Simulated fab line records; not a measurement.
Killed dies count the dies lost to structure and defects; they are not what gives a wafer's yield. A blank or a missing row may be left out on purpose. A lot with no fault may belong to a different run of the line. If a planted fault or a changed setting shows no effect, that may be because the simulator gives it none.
fab line records	flow gf180mcu
record lots=13	wafers=39	last-day=34
route steps=602 shown SAB@277 CONTACT@298 M1@318
lots that met no fault: taken from a fault-free run of the same line
start-h: the number of hours between the record's first day and the start of the first shown wafer of the lot	wait-h: hours from the lot's prior step to this one	" identical to the entry in the row above	L1.1+2: several wafers, shown together as one row	- either no value or no given start	* or withheld: withheld	< > ~ a bound
route shown NAME@n: names a module that has steps shown in the file, with the first one's number in the route	usual: mean/standard deviation of fault-free wafers	same: alike in all rows	chamber/n: place in a boat	sites: per-site readings	_std_site: how widely they spread, as a standard deviation	_edge_site: the outer-site mean with the inner-site mean subtracted	radius-mm: how far each site lies from the wafer's centre	mask NAME#n: copy n	behind: the last tool/chamber to shape the wafer	hold: the reason the lot was held/the length of the hold in hours/how it ended	device: which transistor (n, p or np) failed to switch	end of line: at the end of the route, the tests of the same wafers	a step without rows: its recipe alone	killed: count of dies lost to structure and defects at first sort (not the wafer's yield)	map: a wafer's dies, marking killed ones x, the rest . and places with no die _
set.NAME: setting as actually run; set.NAME@STEP: the setting as run at that earlier step	model.NAME: the simulator's own value behind a step, which no gauge read
a sample of lots followed through the steps of the route, with each step as a table and each wafer as a row
services: the hour from which a tool's chamber was out of use, counted from the record's first day as start-h (under 0 if before that day), plus the number of hours and why
## steps
# step GF_SAB_STRIP_13
# recipe chemistry=O2/N2	power-w=1400	pressure-mtorr=1500	platen-temp-c=250	o2-flow-sccm=3000	n2-flow-sccm=300	overash-fraction=0.5
# usual drypump-motor-current-A=5.8/0.47	heater-power-w=337/21	o2-flow-sccm=2999/9	oes-product-au=0.709/0.004	platen-temp-c=250.02/0.18	strip-time-to-endpoint-s=12.61/0.034
lot.wafer	tool	chamber	start-h	wait-h	drypump-motor-current-A	heater-power-w	o2-flow-sccm	oes-product-au	platen-temp-c	rf-hours-counter-h	strip-time-to-endpoint-s
L605.3	plasma-asher-04	1	338.10	0.0	5.3	346	3008	0.708	249.90	-	12.62
L605.5	"	0	"	"	5.6	336	3008	0.707	249.96	-	12.60
L605.6	"	1	"	"	5.4	352	3007	0.704	249.78	-	12.62
L606.1	plasma-asher-03	1	351.53	0.0	6.0	309	3012	0.708	250.14	69	12.68
L606.3	"	1	"	"	6.0	304	2995	0.711	250.06	-	12.65
L606.4	"	0	"	"	5.2	329	2990	0.709	250.09	-	12.63
L608.2	plasma-asher-02	1	366.34	0.0	5.6	362	3020	0.712	249.98	70	12.65
L608.3	"	0	"	"	6.6	332	2996	0.704	250.08	-	12.60
L608.5	"	1	"	"	5.6	371	3011	0.704	250.09	-	12.67
L609.4	plasma-asher-04	0	381.67	0.0	5.6	330	3007	0.708	250.17	-	12.68
L609.5	"	0	"	"	5.7	329	3009	0.706	250.04	-	12.66
L609.6	"	1	"	"	5.4	350	3007	0.714	249.94	-	12.64
L614.1	plasma-asher-03	0	414.39	0.0	5.3	323	2994	0.711	249.90	76	12.62
L614.3	"	1	"	"	6.0	320	3003	0.706	249.99	-	12.62
L614.6	"	1	"	"	6.0	299	2995	0.707	249.77	-	12.63
L616.1	plasma-asher-02	1	446.05	0.0	5.6	382	2990	0.713	250.23	2	12.60
L616.4	"	1	"	"	5.6	363	2991	0.709	250.11	-	12.58
L616.5	"	0	"	"	6.6	338	3002	0.710	250.18	-	12.63
L617.3	plasma-asher-03	1	447.61	0.0	6.0	310	2991	0.710	250.26	-	12.62
L617.4	"	0	"	"	5.2	325	3001	0.713	250.24	-	12.61
L617.6	"	0	"	"	5.2	323	3007	0.705	250.13	-	12.66
L618.2	plasma-asher-02	1	458.44	0.0	5.6	376	2992	0.715	249.94	3	12.59
L618.3	"	0	"	"	6.6	334	2985	0.700	249.97	-	12.61
L618.6	"	0	"	"	6.6	333	3001	0.704	250.06	-	12.61
L623.3	plasma-asher-02	1	501.32	0.0	5.6	374	2998	0.710	249.94	-	12.53
L623.4	"	0	"	"	6.6	345	2996	0.709	250.20	-	12.57
L623.6	"	0	"	"	6.6	334	3000	0.711	250.21	-	12.59
L624.2	plasma-asher-02	0	504.04	0.0	6.6	342	2996	0.702	250.14	8	12.54
L624.4	"	0	"	"	6.6	326	3003	0.712	250.13	-	12.52
L624.5	"	1	"	"	5.6	369	2993	0.711	249.96	-	12.56
L626.2	plasma-asher-02	0	520.24	0.0	6.6	339	2998	0.708	250.11	10	12.64
L626.5	"	0	"	"	6.6	334	2994	0.706	249.98	-	12.57
L626.6	"	1	"	"	5.6	366	3012	0.709	249.74	-	12.58
L627.1	plasma-asher-03	1	531.65	0.0	6.0	311	2989	0.718	249.82	88	12.60
L627.2	"	0	"	"	5.2	320	2982	0.708	250.16	88	12.58
L627.3	"	1	"	"	6.0	318	3003	0.717	250.03	-	12.65
L628.2	plasma-asher-03	1	538.30	0.0	6.0	308	2978	0.713	250.21	89	12.60
L628.5	"	0	"	"	5.2	328	2992	0.716	249.89	-	12.61
L628.6	"	1	"	"	6.0	308	2987	0.710	250.02	-	12.60
# step GF_CONTACT_EXPOSE_11
# recipe mask-id=Contact	target-cd-nm=220	na=0.68	source-shape=conventional	sigma-outer=0.6	dose-mj=38
lot.wafer	tool	chamber	start-h	wait-h	mask
L605.3+5+6	krf-scanner-02	0	350.70	-	Contact#0
L606.1+3+4	krf-scanner-02	0	363.85	-	Contact#0
L608.2+3+5	krf-scanner-01	0	379.45	-	Contact#0
L609.4+5+6	krf-scanner-02	0	394.83	-	Contact#0
L614.1+3+6	krf-scanner-01	0	427.60	-	Contact#0
L616.1+4+5	krf-scanner-02	0	459.83	-	Contact#0
L617.3+4+6	krf-scanner-02	0	461.53	-	Contact_R1#0
L618.2+3+6	krf-scanner-02	0	471.95	-	Contact#0
L623.3+4+6	krf-scanner-01	0	514.47	-	Contact#0
L624.2+4+5	krf-scanner-02	0	517.18	-	Contact#0
L626.2+5+6	krf-scanner-02	0	534.02	-	Contact#0
L627.1+2+3	krf-scanner-02	0	544.34	-	Contact#0
L628.2+5+6	krf-scanner-02	0	551.45	-	Contact#0
# step GF_CONTACT_CD_MEAS_14
# recipe target-cd-nm=220
# usual cd-nm=219.6/1.4
lot.wafer	tool	chamber	start-h	wait-h	cd-nm
L605.3	cd-sem-02	-	361.41	0.2	221.7
L605.5	"	-	"	"	222.2
L605.6	"	-	"	"	221.7
L606.1	cd-sem-02	-	374.84	0.1	220.0
L606.3	"	-	"	"	221.6
L606.4	"	-	"	"	219.8
L608.2	cd-sem-02	-	390.85	0.1	218.6
L608.3	"	-	"	"	217.9
L608.5	"	-	"	"	220.9
L609.4	cd-sem-02	-	406.66	0.1	222.5
L609.5	"	-	"	"	219.6
L609.6	"	-	"	"	221.2
L614.1	cd-sem-01	-	439.19	0.1	218.5
L614.3	"	-	"	"	219.7
L614.6	"	-	"	"	220.4
L616.1	cd-sem-01	-	472.25	0.1	220.3
L616.4	"	-	"	"	219.4
L616.5	"	-	"	"	220.4
L617.3	cd-sem-01	-	473.54	0.1	193.6
L617.4	"	-	"	"	194.0
L617.6	"	-	"	"	193.7
L618.2	cd-sem-02	-	484.51	0.1	218.7
L618.3	"	-	"	"	219.3
L618.6	"	-	"	"	220.3
L623.3	cd-sem-02	-	525.88	0.1	219.6
L623.4	"	-	"	"	217.7
L623.6	"	-	"	"	218.6
L624.2	cd-sem-02	-	528.65	0.1	217.6
L624.4	"	-	"	"	218.2
L624.5	"	-	"	"	218.1
L626.2	cd-sem-01	-	544.60	0.1	218.7
L626.5	"	-	"	"	218.5
L626.6	"	-	"	"	218.3
L627.1	cd-sem-01	-	555.35	0.1	220.2
L627.2	"	-	"	"	219.2
L627.3	"	-	"	"	220.3
L628.2	cd-sem-01	-	562.15	0.1	216.6
L628.5	"	-	"	"	218.2
L628.6	"	-	"	"	217.8
# step GF_CONTACT_THK_MEAS_26
# recipe thk-meas-gauge=xrf	reads=W_of_CONTACT_CVD_24
# usual CONTACT_W_THK=296/4.4
lot.wafer	tool	chamber	start-h	wait-h	CONTACT_W_THK[nm]
L605.3	film-metro-02	-	362.33	0.1	296
L605.5	"	-	"	"	287
L605.6	"	-	"	"	299
L606.1	film-metro-04	-	375.78	0.1	290
L606.3	"	-	"	"	296
L606.4	"	-	"	"	291
L608.2	film-metro-02	-	391.78	0.1	288
L608.3	"	-	"	"	292
L608.5	"	-	"	"	291
L609.4	film-metro-01	-	407.57	0.1	290
L609.5	"	-	"	"	291
L609.6	"	-	"	"	300
L614.1	film-metro-02	-	440.24	0.1	292
L614.3	"	-	"	"	291
L614.6	"	-	"	"	292
L616.1	film-metro-01	-	473.19	0.1	292
L616.4	"	-	"	"	298
L616.5	"	-	"	"	298
L617.3	film-metro-02	-	474.48	0.1	292
L617.4	"	-	"	"	295
L617.6	"	-	"	"	302
L618.2	film-metro-02	-	485.45	0.1	299
L618.3	"	-	"	"	296
L618.6	"	-	"	"	298
L623.3	film-metro-02	-	526.80	0.1	296
L623.4	"	-	"	"	299
L623.6	"	-	"	"	299
L624.2	film-metro-01	-	529.58	0.1	301
L624.4	"	-	"	"	304
L624.5	"	-	"	"	303
L626.2	film-metro-02	-	545.58	0.1	297
L626.5	"	-	"	"	301
L626.6	"	-	"	"	295
L627.1	film-metro-02	-	556.30	0.1	298
L627.2	"	-	"	"	302
L627.3	"	-	"	"	297
L628.2	film-metro-04	-	563.08	0.1	301
L628.5	"	-	"	"	297
L628.6	"	-	"	"	301
# step GF_M1_SPUTTER_03
# recipe material=Ti	target-thk-nm=10	substrate-temp-c=300	chamber-pressure-pa=0.3	power-w=3000	time-s=6.7
# usual chamber-pressure-pa=0.3000/0.00055	throttle-valve-pct=29.8/0.77
lot.wafer	tool	chamber	start-h	wait-h	chamber-pressure-pa	throttle-valve-pct
L605.3	pvd-sputter-01	-	362.83	0.0	0.2995	30.0
L605.5	"	-	"	"	0.2994	30.2
L605.6	"	-	"	"	0.3005	28.5
L606.1	pvd-sputter-03	-	376.47	0.0	0.3001	30.8
L606.3	"	-	"	"	0.2992	29.0
L606.4	"	-	"	"	0.3006	30.5
L608.2	pvd-sputter-04	-	392.29	0.0	0.3005	30.1
L608.3	"	-	"	"	0.2995	28.6
L608.5	"	-	"	"	0.3000	28.5
L609.4	pvd-sputter-03	-	408.09	0.0	0.2998	30.6
L609.5	"	-	"	"	0.3001	30.6
L609.6	"	-	"	"	0.3001	29.5
L614.1	pvd-sputter-01	-	440.76	0.0	0.3002	28.8
L614.3	"	-	"	"	0.3004	30.6
L614.6	"	-	"	"	0.2999	30.7
L616.1	pvd-sputter-01	-	473.71	0.0	0.3002	30.4
L616.4	"	-	"	"	0.3002	28.7
L616.5	"	-	"	"	0.2998	30.8
L617.3	pvd-sputter-04	-	474.98	0.0	0.2992	31.0
L617.4	"	-	"	"	0.3000	30.4
L617.6	"	-	"	"	0.3003	29.9
L618.2	pvd-sputter-01	-	485.96	0.0	0.2993	30.9
L618.3	"	-	"	"	0.3001	30.1
L618.6	"	-	"	"	0.2996	28.8
L623.3	pvd-sputter-04	-	527.30	0.0	0.3000	28.6
L623.4	"	-	"	"	0.2998	30.7
L623.6	"	-	"	"	0.2993	30.1
L624.2	pvd-sputter-01	-	530.09	0.0	0.2996	29.3
L624.4	"	-	"	"	0.3008	28.7
L624.5	"	-	"	"	0.3002	29.0
L626.2	pvd-sputter-04	-	546.09	0.0	0.3002	28.6
L626.5	"	-	"	"	0.2991	30.6
L626.6	"	-	"	"	0.2998	30.0
L627.1	pvd-sputter-03	-	556.83	0.0	0.3009	29.6
L627.2	"	-	"	"	0.2997	29.1
L627.3	"	-	"	"	0.2997	30.3
L628.2	pvd-sputter-03	-	563.82	0.0	0.3007	29.4
L628.5	"	-	"	"	0.2998	29.3
L628.6	"	-	"	"	0.3001	29.3
## services
tool	chamber	start-h	hours	kind
krf-scanner-01	-	329.95	4.1	repair
krf-scanner-01	-	350.13	1.0	pm
krf-scanner-02	-	367.13	1.0	pm
krf-scanner-01	-	371.18	0.8	pm
pvd-sputter-04	-	372.11	2.6	repair
krf-scanner-02	-	378.92	0.8	pm
plasma-asher-02	-	380.61	9.0	repair
plasma-asher-03	-	396.89	0.3	repair
krf-scanner-02	-	417.39	4.6	repair
plasma-asher-02	-	421.25	9.0	pm
plasma-asher-03	-	421.67	2.8	pm
krf-scanner-02	-	430.65	1.3	repair
krf-scanner-01	-	441.91	5.9	repair
krf-scanner-02	-	455.11	1.3	pm
plasma-asher-03	-	455.25	0.6	repair
krf-scanner-01	-	466.27	1.3	pm
pvd-sputter-03	-	467.82	54.3	repair
pvd-sputter-03	-	482.85	2.1	repair
krf-scanner-01	-	519.13	1.0	pm
krf-scanner-01	-	526.18	29.7	repair
krf-scanner-01	-	528.38	0.3	repair
krf-scanner-02	-	555.85	1.0	pm
krf-scanner-02	-	556.85	3.0	pm
krf-scanner-02	-	560.60	0.8	pm
## key
first-sign step=GF_CONTACT_EXPOSE_11	reading=mask	direction=changed
effect step=GF_CONTACT_CD_MEAS_14	reading=cd-nm	direction=down	sigmas=18	usual=219.6	struck=193.7
met-at GF_CONTACT_EXPOSE_11
struck-lots L617
sort-left-out L617.3,L617.4,L617.6
tester-left-out L617
not-acting-at GF_SAB_STRIP_13,GF_CONTACT_THK_MEAS_26,GF_M1_SPUTTER_03
onset-between 459.83 461.53
fault kind=wrong-mask	tool=any	chamber=-	onset-h=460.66	steps=GF_CONTACT_EXPOSE_11	aux-copy=Contact_R1#0	cd-offset-nm=-26	scope=struck-lots-only
# tester-left-out: of these lots the tester's yield and bins aren't shown, on N5 and GAA mostly nor the transistor test; their killed dies are dies lost to structure and defects alone, not to doping, threshold or leakage, so they don't give the yield
# sort-left-out: the simulated sort isn't trusted on such a fault, so these wafers' sort isn't shown, and their yield isn't known
